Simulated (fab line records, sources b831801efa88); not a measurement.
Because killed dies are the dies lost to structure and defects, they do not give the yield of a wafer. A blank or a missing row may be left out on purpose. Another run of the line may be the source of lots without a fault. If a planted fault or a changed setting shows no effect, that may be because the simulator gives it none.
8D (eight disciplines) problem report, filled in by code / flow gf180mcu / the parts of the form that need people (team, actions taken, sign-off) are left out

1. WHAT WENT WRONG
tilt-deg at GF_MVPSD_IMPLANT_09 reads a mean of 16.235 degrees on 6 wafers of 2 lots; wafers without a fault read 0.001 degrees with a standard deviation of 0.02. So: +99 or more standard deviations from the usual mean.
First observed at day 7 14:26: wafer L483.2, on implanter-03. At this step, 39 wafers from 13 lots have a number in the record. By rule, "out" or "out of limits" means more than 4 standard deviations away from the usual mean. Any other wafer with a number is counted as sound.

2. WHAT IT IS, WHAT IT ISN'T
question=which readings at this step | is=tilt-deg | is not=-
question=which lots | is=L483, L486 | is not=L474, L476, L477, L478, L480, L481, L484, L487, L494, L495, L496
question=which wafers of those lots | is=all that have a number | is not=-
question=read on which tools | is=implanter-03 | is not=implanter-01, implanter-02
question=when | is=from day 7 14:26 | is not=up to then (18 sound wafers); but 15 sound wafers of L484, L487, L494, L495, L496 came after

3. WHAT RULES OUT EACH SUSPECT
Counting: any tool at a process step up to the reading is kept as a suspect provided that every lot that is out went through it and no sound lot did after the first of them.
- plasma-asher-02 at GF_STI_STRIP_15 (strips in O2/N2): ruled out as a lasting fault. After its first lot that is out, L483 (day 4 07:32), sound lots L484, L487 ran on it.
- implanter-03 at GF_MVPSD_IMPLANT_09: kept. It processed each lot that is out, first L483 at day 7 14:26, and no sound lot thereafter; up to then, the last sound lot it processed was L481 at day 7 06:16. On those wafers its own readings are out: tilt-deg.
The count leaves implanter-03 at GF_MVPSD_IMPLANT_09.

4. THE CAUSE (what the simulator had put in)
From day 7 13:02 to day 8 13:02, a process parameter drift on implanter-03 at GF_MVPSD_IMPLANT_09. From 0, the setting tilt-deg moved by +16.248. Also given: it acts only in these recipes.
After counting, this tool was the only one left.

5. THE EFFECT CHAIN, in route order
Rows list readings where the struck wafers' mean (over those with a number) sits beyond 3 standard deviations from the usual. Readings are gone through only where the record gives a usual standard deviation; hours: the median, over the lots, of the time from a lot's start at the first step in this table giving one to that lot's start at this step; sigmas: the change measured in usual standard deviations.
hours=0; step=GF_MVPSD_IMPLANT_09; reading=tilt-deg; usual=0.001 degrees; on struck wafers=16.235; change=+16.234; sigmas=+99 or more
Here are the process steps it includes:
- GF_MVPSD_IMPLANT_09
Readings that are blank on the struck wafers while sound wafers have them: MVPSD_RS at GF_VT_IMPLANT_RS_MEAS_49.
Later measuring or inspecting steps at which every struck wafer that the step has a row for has a number for every such reading, and none has moved that far: GF_VT_IMPLANT_TW_MEAS_21, GF_DUAL_GATE_OVL_MEAS_11.

6. WHAT WOULD HAVE CAUGHT IT SOONER
In this record the first reading out of limits was taken at day 7 14:26, 1 hour after the fault began at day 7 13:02.
